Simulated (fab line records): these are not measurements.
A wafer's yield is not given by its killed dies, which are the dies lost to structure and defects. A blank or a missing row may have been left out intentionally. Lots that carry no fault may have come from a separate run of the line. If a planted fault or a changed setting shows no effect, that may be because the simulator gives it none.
Code-filled problem report in 8D (eight disciplines) form ; flow sky130 ; the parts of the form that need people (team, actions taken, sign-off) are left out

## 1. PROBLEM STATEMENT
Mean of runLengthS at SKY_NWELL_CLEAN_27: 112 s across 6 wafers in 2 lots; on wafers with no fault it is 179 s (standard deviation 3.8). That is -18 standard deviations from the usual mean.
The step: cleans in SC1/SC2, time 150 s.
First observed at day 9 19:02: wafer L475.1, on wetBench-02. Wafers with a number at this step in the record: 39, from 13 lots. Rule for "out" (also "out of limits"): further than 4 standard deviations from the usual mean. All remaining wafers that have a number are taken as sound.

## 2. WHAT IT IS, WHAT IT ISN'T
question;is;is not
which readings at this step;runLengthS;-
which lots;L475, L477;L457, L460, L463, L464, L466, L468, L469, L472, L473, L479, L480
which wafers of those lots;all that have a number;-
read on which tools;wetBench-02;wetBench-01, wetBench-03
when;from day 9 19:02;"up to then (27 sound wafers); but 6 sound wafers of L479, L480 came after"

## 3. WHAT RULES OUT EACH SUSPECT
Counting: any tool at a process step up to the reading is kept as a suspect provided that every lot that is out went through it and no sound lot did after the first of them.
- wetBench-02 at SKY_NWELL_CLEAN_27 (cleans in SC1/SC2, time 150 s): kept. It ran every lot that is out, first L475 (day 9 19:02), and no sound lot after that; its last sound lot up to then is L472 (day 9 03:00). Its own readings are out on those wafers: runLengthS.
Left after counting: wetBench-02 at SKY_NWELL_CLEAN_27.

## 4. THE CAUSE (what the simulator had put in)
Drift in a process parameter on wetBench-02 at SKY_NWELL_CLEAN_27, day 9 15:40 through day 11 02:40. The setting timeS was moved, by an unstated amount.
The count eliminated every tool but this one.

## 5. THE CHAIN OF EFFECTS, in route order
Each row: a reading whose mean over the struck wafers that have a number lies more than 3 standard deviations from the usual. Readings are gone through only where the record gives a usual standard deviation; hours: the median, over the lots, of the time from a lot's start at the first step in this table giving one to that lot's start at this step; sigmas: the change measured in usual standard deviations.
hours;step;reading;usual;on struck wafers;change;sigmas
0;SKY_NWELL_CLEAN_27;runLengthS;179 s;112;-67;-18
Here are the process steps it includes:
- SKY_NWELL_CLEAN_27: cleans in SC1/SC2, time 150 s.
Later measuring or inspecting steps at which every struck wafer that the step has a row for has a number for every such reading, and none has moved that far: SKY_VT_ADJUST_PCH_OVL_MEAS_07.

## 6. WHAT WOULD HAVE CAUGHT IT SOONER
In this record the first reading out of limits was taken at day 9 19:02, 3 hours after the fault began at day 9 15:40.
